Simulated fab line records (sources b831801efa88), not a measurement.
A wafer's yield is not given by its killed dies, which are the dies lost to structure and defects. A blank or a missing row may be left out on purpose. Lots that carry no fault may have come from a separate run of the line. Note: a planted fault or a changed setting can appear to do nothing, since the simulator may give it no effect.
8D (eight disciplines) problem report, filled in by code -- flow gf180mcu -- the parts of the form that need people (team, actions taken, sign-off) are left out

1. WHAT WENT WRONG
Mean of rf_fwd_power_W at GF_CONTACT_ETCH_17: 1733 W across 2 wafers in 2 lots; on wafers with no fault it is 1495 W (standard deviation 5.1). Relative to the usual mean, that is a shift of +47 standard deviations.
The step: etches SiO2 in C4F8/O2/Ar, stops on CoSi2, target depth 860 nm.
First observed at day 20 05:00: wafer L269.6, on rie_diel-02. The record holds 42 wafers of 14 lots with a number at this step. Rule for "out", or "out of limits": more than 4 standard deviations from the usual mean. Any other wafer with a number is counted as sound.

2. WHAT IT IS; WHAT IT IS NOT
question,is,is not
which readings at this step,rf_fwd_power_W,oes_product_au
which lots,"L269, L271","L258, L259, L261, L262, L264, L273, L274, L275, L276, L279, L280, L281"
which wafers of those lots,"L269.6, L271.2","L269.2, L269.5, L271.1, L271.3"
read on which tools,rie_diel-02,"rie_diel-03, rie_diel-04"
when,from day 20 05:00,"up to then (17 sound wafers); but 23 sound wafers of L271, L273, L274, L275, L276, L279, L280, L281 came after"

3. WHAT RULES OUT EACH SUSPECT
Counting: if a tool at a process step up to the reading ran every lot that is out, it stays a suspect. Sound lots after the first of them don't rule it out here, since some wafers of a struck lot are sound.
- rie_diel-02 at GF_CONTACT_ETCH_17 (etches SiO2 in C4F8/O2/Ar, stops on CoSi2, target depth 860 nm): kept. It ran every lot that is out, first L269 (day 20 05:00). Its own rf_fwd_power_W readings are out on those wafers.
- Within rie_diel-02 at GF_CONTACT_ETCH_17: the wafers that are out ran in chamber 2; their sound lot-mates ran in chambers 0, 3.
Remaining after the count: rie_diel-02 at GF_CONTACT_ETCH_17.

4. THE CAUSE (what the simulator had put in)
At GF_CONTACT_ETCH_17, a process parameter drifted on rie_diel-02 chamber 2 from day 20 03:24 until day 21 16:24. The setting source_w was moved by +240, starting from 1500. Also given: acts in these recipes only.
This tool alone remained once counting was done.

5. THE EFFECT CHAIN, in route order
Rows list readings where the struck wafers' mean (over those with a number) sits beyond 3 standard deviations from the usual. Only readings whose record carries a usual standard deviation are examined. hours: median over the lots of the time between each lot's start at the first step of this table that gives one and its start at this step. sigmas: the change, counted in usual standard deviations.
hours,step,reading,usual,on struck wafers,change,sigmas
0,GF_CONTACT_ETCH_17,rf_fwd_power_W,1495 W,1733,+238,+47
Process steps it contains:
- GF_CONTACT_ETCH_17: etches SiO2 in C4F8/O2/Ar, stops on CoSi2, target depth 860 nm.
Later steps that measure or inspect, where all struck wafers having a row at the step show a number for every such reading and not one has moved that far: GF_CONTACT_RS_MEAS_25.

6. WHAT WOULD HAVE CAUGHT IT SOONER
The fault began at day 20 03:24; the first out-of-limits reading in this record came at day 20 05:00, 2 hours later.
